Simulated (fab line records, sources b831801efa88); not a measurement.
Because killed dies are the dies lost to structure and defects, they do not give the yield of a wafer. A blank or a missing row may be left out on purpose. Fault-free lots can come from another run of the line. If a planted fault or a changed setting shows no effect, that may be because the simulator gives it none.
A struck lot beside a sound one	flow sfq-line	20 steps out of a route of 325
Sound: the wafers L370.1, L370.3, L370.5. Struck: wafer L363.5; the same lot's L363.1 was not struck, so it is left out; see the end for the cause.
Order at every step that has rows: each side's tool, ch and its chambers, its first start. Under that, the readings that differ: sound wafers	struck wafers	difference of the means	sigmas: that difference in standard deviations of wafers without a fault.
alike: readings whose means differ by less than 2 such deviations, and words and numbers that are the same on both sides. not compared: withheld readings, readings that some wafer has no value for, bounds like >300 that may hide the same value, and numbers for which the record gives no deviation and whose values overlap.
The two part at a step that has a row with sigmas, a row that says differs or no value, or rows on one side only. Numbers that don't overlap but have no deviation are shown without sigmas and don't part them. A reading that every wafer of one side lacks parts them only if that side has two wafers or more.

first, 3 steps without rows for these wafers: SFQ_TRILAYER_L0_VIA_LITHO_EXPOSE_014 (exposes mask L0V, target cd 700 nm); SFQ_TRILAYER_L0_VIA_LITHO_PEB_016 (peb time 60 s); SFQ_TRILAYER_L0_VIA_LITHO_DEVELOP_015 (time 60 s).
SFQ_L0V_OVL_MEAS_903:
  sound on overlay-01 at day 13 00:16; struck on overlay-01 at day 11 08:40
reading	sound	struck	difference	sigmas
L0V_OVL (nm)	1 11 5	-7	-13	-2
SFQ_TRILAYER_L0_VIA_BARC_OPEN_VIA_ETCH_021: etches BARC in O2, target depth 125 nm, time 41.7 s.
  sound on rie-diel-04 ch 0,1, day 13 00:17; struck on rie-diel-01 ch 2, day 11 08:41
reading	sound	struck	difference	sigmas
drypump-motor-current-A (A)	5.9 5.0 5.0	6.3	+1.0	+2
  alike: bias-w, oes-product-au
  not compared: rf-hours-counter-h
SFQ_TRILAYER_L0_VIA_ETCH_VIA_ETCH_016: etches SiO2 in CHF3, stops on MoNx KI, target depth 80 nm.
  sound on rie-diel-04 ch 0,1, day 13 00:20; struck on rie-diel-01 ch 2, day 11 08:44
reading	sound	struck	difference	sigmas
drypump-motor-current-A (A)	5.9 5.0 5.0	6.3	+1.0	+2
  alike: bias-w, oes-product-au
SFQ_TRILAYER_L0_VIA_STRIP_STRIP_017: strips in O2.
  sound on rie-metal-04 ch 1, day 13 00:23; struck on rie-metal-04 ch 0, day 11 08:47
  alike: drypump-motor-current-A, oes-product-au
  not compared: rf-hours-counter-h
then, 2 steps without rows for these wafers: SFQ_TRILAYER_L0_VIA_STRIP_SOLV_CLEAN_018 (cleans in NMP, time 600 s); SFQ_TRILAYER_M0_DEP_PRE_CLEAN_020 (time 15 s).
SFQ_TRILAYER_M0_DEP_SPUTTER_019: material Nb, target thk 200 nm, time 133.3 s.
  sound on pvd-sputter-04 at day 13 01:11; struck on pvd-sputter-06 at day 11 09:35
  alike: cathode-dc-power-W, throttle-valve-pct
SFQ_M0_RS_MEAS_904: measures by four-point-probe.
  sound on film-metro-01 at day 13 01:17; struck on film-metro-03 at day 11 09:40
  alike: M0_NB_RS
SFQ_TRILAYER_M0_LITHO_COAT_026: resist thk 62 nm.
  sound on litho-track-03 ch 0, day 13 01:28; struck on litho-track-01 ch 0, day 11 09:51
reading	sound	struck	difference	sigmas
model.BARC_of_TRILAYER_M0_LITHO_COAT_026.thk-nm (nm)	61.92 62.09 62.32	44.9	-17.2	
  alike: spin-speed-rpm
then, 5 steps without rows for these wafers: SFQ_TRILAYER_M0_LITHO_COAT_021 (resist thk 600 nm); SFQ_TRILAYER_M0_LITHO_SOFTBAKE_025; SFQ_TRILAYER_M0_LITHO_EXPOSE_022 (exposes mask M0, target cd 500 nm); SFQ_TRILAYER_M0_LITHO_PEB_024 (peb time 60 s); SFQ_TRILAYER_M0_LITHO_DEVELOP_023 (time 60 s).
-- the record jumps here: 5 days lie between the struck wafers' starts before and after --
SFQ_M0_OVL_MEAS_906:
  sound on overlay-01 at day 18 15:55; struck on overlay-01 at day 16 15:52
  alike: M0_OVL
SFQ_TRILAYER_M0_BARC_OPEN_METAL_ETCH_031: etches BARC in O2, target depth 125 nm, time 41.7 s.
  sound on rie-metal-02 ch 0,1, day 18 15:57; struck on rie-metal-03 ch 0, day 16 15:54
reading	sound	struck	difference	sigmas
oes-product-au (a.u.)	0.683 0.687 0.678	0.608	-0.075	-16
model.etch.depth-nm (nm)	61.92 62.09 62.32	44.9	-17.2	
  alike: bias-w, drypump-motor-current-A
  not compared: rf-hours-counter-h
SFQ_TRILAYER_M0_ETCH_METAL_ETCH_024: etches Nb in Cl2/Ar, stops on SiO2, target depth 240 nm, time 120 s.
  sound on rie-metal-02 ch 0,1, day 18 16:01; struck on rie-metal-03 ch 0, day 16 15:58
  alike: bias-w, drypump-motor-current-A, oes-product-au
  not compared: rf-hours-counter-h

== WHERE THEY PART ==
Earliest at SFQ_L0V_OVL_MEAS_903; latest, in this record, at SFQ_TRILAYER_M0_BARC_OPEN_METAL_ETCH_031. Later steps at which nothing parts them and some readings are alike: SFQ_TRILAYER_M0_ETCH_METAL_ETCH_024.

WHY: what the simulator had put in
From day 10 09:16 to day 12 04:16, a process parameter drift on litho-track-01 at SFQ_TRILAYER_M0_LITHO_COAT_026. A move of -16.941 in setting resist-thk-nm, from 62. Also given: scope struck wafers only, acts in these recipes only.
